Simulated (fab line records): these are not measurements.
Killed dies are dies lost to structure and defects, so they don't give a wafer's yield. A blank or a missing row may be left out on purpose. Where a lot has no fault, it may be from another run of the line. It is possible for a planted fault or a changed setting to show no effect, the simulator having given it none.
Comparing a struck lot with a sound one -- flow sky130 -- 16 out of 708 route steps
Sound: wafers L203.2, L203.3, L203.5. Wafers struck: L215.1, L215.4, L215.6. The cause is given at the end.
Per side, at each step with rows, come the tool, then ch with its chambers, and then its first start. Under that, the readings that differ: sound wafers -- struck wafers -- difference of the means -- sigmas: that difference in standard deviations of wafers without a fault.
alike: same words and numbers on both sides, and readings whose means sit less than 2 such deviations apart. not compared: any withheld reading, any reading some wafer has no value for, any bound like >300 that may hide the same value, and any number with overlapping values for which the record gives no deviation.
A row with sigmas, a row that says differs or no value, or rows on one side alone: a step with any of these is where the two part. Numbers that have no deviation but don't overlap get no sigmas and don't part them. A reading missing from all wafers of one side parts the sides only when that side holds two or more wafers.

first, 1 step without rows for these wafers: SKY_LDD_N_IMPLANT_15.
SKY_LDD_N_STRIP_16: strips in O2/N2.
  sound on plasma-asher-01 ch 0,1, day 18 21:23; struck on plasma-asher-01 ch 0,1, day 23 03:26
  alike: drypump-motor-current-A, o2-flow-sccm, oes-product-au, strip-time-to-endpoint-s
  not compared: rf-hours-counter-h
SKY_LDD_N_TW_MEAS_17:
  sound on film-metro-04, day 18 21:29; struck on film-metro-02, day 23 03:32
  alike: LDD_N_TW
then, 7 steps without rows for these wafers: SKY_LDD_P_DEHYDRATE_00 (time 60 s); SKY_LDD_P_HMDS_01 (prime time 60 s); SKY_LDD_P_COAT_02 (resist thk 1140 nm); SKY_LDD_P_SOFTBAKE_03 (time 60 s); SKY_LDD_P_EXPOSE_04 (exposes mask PSDM, target cd 380 nm); SKY_LDD_P_PEB_05; SKY_LDD_P_DEVELOP_06 (develop time 60 s).
SKY_LDD_P_CD_MEAS_07: target cd 380 nm.
  sound on cd-sem-02, day 20 04:05; struck on cd-sem-01, day 24 08:57
reading,sound,struck,difference,sigmas
cd-nm (nm),375.2 378.4 376.1,383.3 382.4 383.4,+6.5,+2
SKY_LDD_P_OVL_MEAS_08:
  sound on overlay-01, day 20 04:12; struck on overlay-01, day 24 09:04
  alike: LDD_P_OVL
SKY_LDD_P_IMPLANT_09:
  sound on implanter-03 ch 0, day 20 04:15; struck on implanter-03 ch 0, day 24 09:07
SKY_LDD_P_STRIP_10: strips in O2/N2.
  sound on plasma-asher-04 ch 1, day 20 04:23; struck on plasma-asher-04 ch 0,1, day 24 09:16
  alike: drypump-motor-current-A, o2-flow-sccm, oes-product-au, strip-time-to-endpoint-s
  not compared: rf-hours-counter-h
SKY_LDD_P_TW_MEAS_11:
  sound on film-metro-01, day 20 04:29; struck on film-metro-03, day 24 09:35
reading,sound,struck,difference,sigmas
LDD_P_TW,644 643 641,561 562 563,-81,-26
  not compared: hold
-- here the record skips 25 days between the struck wafers' starts before and after, leaving off in module LDD_P and picking up in module PAD_OPEN (first step shown: number 708 of the route) --
SKY_PAD_OPEN_PROBE_99:
  sound on prober-01, day 46 13:10; struck on prober-02, day 49 03:07
reading,sound,struck,difference,sigmas
model.etest.tip-p.rs-ohm-sq-range,130.1 203.7 228.9,5804 5410 5595,+5415,
model.etest.tip-p.rs-ohm-sq,6930 6957 6912,1.229e+04 1.214e+04 1.22e+04,+5.277e+03,
model.etest.tip-p.rs-ohm-sq-rim-less-centre,21.6 -70.62 -51.17,-2671 -2707 -2953,-2744,
model.etest.pfet_01v8.r-on-ohm-um,2969 2945 2987,2936 2892 2940,-44,
model.etest.pfet_01v8.drive-ua-um-range,5.256 6.894 7.849,16.86 14.4 12.13,+7.80,
  alike: killed_at_M0_to_M3, killed_at_M4_up, killed-at-contacts, killed-at-front-end, killed-at-other, killed-dies, killed-open, killed-short
  not compared: model.etest.pfet_01v8.drive-ua-um, model.etest.pfet_01v8_hvt.drive-ua-um, model.etest.sram-pfet-latch.drive-ua-um

== WHERE THEY PART ==
At SKY_LDD_P_CD_MEAS_07 first; at SKY_LDD_P_TW_MEAS_11 last (within this record only). Later steps at which nothing parts them and some readings are alike: SKY_PAD_OPEN_PROBE_99.

WHY: whatever the simulator had introduced
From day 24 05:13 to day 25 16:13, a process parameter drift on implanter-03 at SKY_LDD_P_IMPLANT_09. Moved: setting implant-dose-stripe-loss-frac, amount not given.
